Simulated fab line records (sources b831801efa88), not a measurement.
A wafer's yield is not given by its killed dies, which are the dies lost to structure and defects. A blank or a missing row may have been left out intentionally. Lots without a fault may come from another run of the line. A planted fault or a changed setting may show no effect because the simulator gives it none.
Which tool did it?    flow sky130    15 lots with 45 wafers sampled at 2 steps, on a route of 708 steps

WHAT THE GAUGES SHOWED, per wafer
SKY_VT_ADJUST_HVTP_TW_MEAS_11. Usual: VT_ADJUST_HVTP_TW typically reads 1338, with standard deviation 6.
lot   measured      on             VT_ADJUST_HVTP_TW              flag
L619  day 6 06:58   film_metro-01  1341 1343 1335                 
L620  day 6 20:30   film_metro-04  1338 1339 1340                 
L622  day 7 04:45   film_metro-02  1346 1337 1341                 
L621  day 7 05:02   film_metro-02  1338 1339 1345                 
L623  day 7 11:59   film_metro-02  1335 1341 1337                 
L627  day 8 06:41   film_metro-02  1537 1541 1540 1538 1536 1544  OFF
L628  day 8 12:07   film_metro-01  1530 1524 1532 1525 1523 1533  OFF
L631  day 9 07:15   film_metro-02  1533 1541 1542 1534 1536 1539  OFF
L635  day 10 06:53  film_metro-01  1344 1340 1330                 
L636  day 10 11:20  film_metro-02  1339 1340 1344                 
L637  day 10 18:48  film_metro-04  1348 1355 1341                 
L639  day 11 10:42  film_metro-02  1337 1335 1338                 
L640  day 11 13:44  film_metro-01  1340 1339 1336                 
L641  day 12 00:04  film_metro-04  1340 1345 1342                 
L642  day 12 06:59  film_metro-04  1343 1336 1335                 

WHICH TOOL RAN EACH LOT (tool, then ch and the chambers of the sampled wafers, then the start)
lot   SKY_VT_ADJUST_HVTP_IMPLANT_09
L619  implanter-03 ch 0, day 6 06:45
L620  implanter-04 ch 0, day 6 20:15
L622  implanter-01 ch 0, day 7 04:32
L621  implanter-03 ch 0, day 7 04:47
L623  implanter-04 ch 0, day 7 11:46
L627  implanter-04 ch 0, day 8 06:28
L628  implanter-04 ch 0, day 8 11:53
L631  implanter-04 ch 0, day 9 07:00
L635  implanter-03 ch 0, day 10 06:38
L636  implanter-01 ch 0, day 10 11:07
L637  implanter-03 ch 0, day 10 18:35
L639  implanter-01 ch 0, day 11 10:27
L640  implanter-03 ch 0, day 11 13:29
L641  implanter-01 ch 0, day 11 23:49
L642  implanter-03 ch 0, day 12 06:46
- SKY_VT_ADJUST_HVTP_IMPLANT_09

WHAT THE TOOLS THEMSELVES READ (means of the sampled wafers that have a number; where no wafer has one, the mark that the record gives instead)
SKY_VT_ADJUST_HVTP_IMPLANT_09. Usual: dose_ions_cm2 4.3e+12, standard deviation 5.5e+09; faraday_current_uA 24.2, standard deviation 0.48.
lot   tool          dose_ions_cm2  faraday_current_uA  flag
L619  implanter-03  4.3e+12        24.3                
L620  implanter-04  4.3e+12        24.2                
L622  implanter-01  4.3e+12        23.7                
L621  implanter-03  4.3e+12        24.0                
L623  implanter-04  4.3e+12        24.4                
L627  implanter-04  6.6e+12        36.8                OFF
L628  implanter-04  6.6e+12        37.7                OFF
L631  implanter-04  6.6e+12        37.9                OFF
L635  implanter-03  4.3e+12        24.6                
L636  implanter-01  4.3e+12        24.0                
L637  implanter-03  4.3e+12        24.2                
L639  implanter-01  4.3e+12        23.8                
L640  implanter-03  4.3e+12        24.4                
L641  implanter-01  4.3e+12        24.5                
L642  implanter-03  4.3e+12        24.3                

THE ANSWER, worked out from the rows above alone
Rule: a lot is off if the mean of its wafers that have a number lies more than 3 standard deviations from the usual mean. Also off: a lot with no number at a reading for which 4 or more lots have one. The other lots that the step has rows for count as sound. The gauges are gone through in route order, then the tools' own readings, and for those a lot's mean is taken as printed above. At the first step where some lot is off, the reading lying furthest off is the one used; lots without a number count as furthest.
Off: L627, L628, L631, at SKY_VT_ADJUST_HVTP_TW_MEAS_11 (VT_ADJUST_HVTP_TW).
If a tool, at a process step before that reading, ran all the lots that are off and no sound lot after the first of them, it fits. The gauges at SKY_VT_ADJUST_HVTP_TW_MEAS_11 aren't tried: what is off there is off at SKY_VT_ADJUST_HVTP_IMPLANT_09 too, on other tools, and a gauge's error can't cause that. One fits: SKY_VT_ADJUST_HVTP_IMPLANT_09 on implanter-04. A fault onset in the window from L623 (day 7 11:46, its last sound lot) to L627 (day 8 06:28, its first lot off) fits.
The tool's own readings at SKY_VT_ADJUST_HVTP_IMPLANT_09 bear it out: on the lots that are off they differ by more than 5 times the standard deviation of the sound lots' means. dose_ions_cm2 reads 6.6e+12 there against 4.3e+12 on the sound lots; faraday_current_uA reads 37.5 there against 24.2 on the sound lots.

WHAT THE SIMULATOR HAD INSERTED
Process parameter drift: implanter-04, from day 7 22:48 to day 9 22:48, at SKY_VT_ADJUST_HVTP_IMPLANT_09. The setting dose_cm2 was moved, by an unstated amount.
Shown lots that were struck: L627, L628, L631. The rule above reached the same finding.
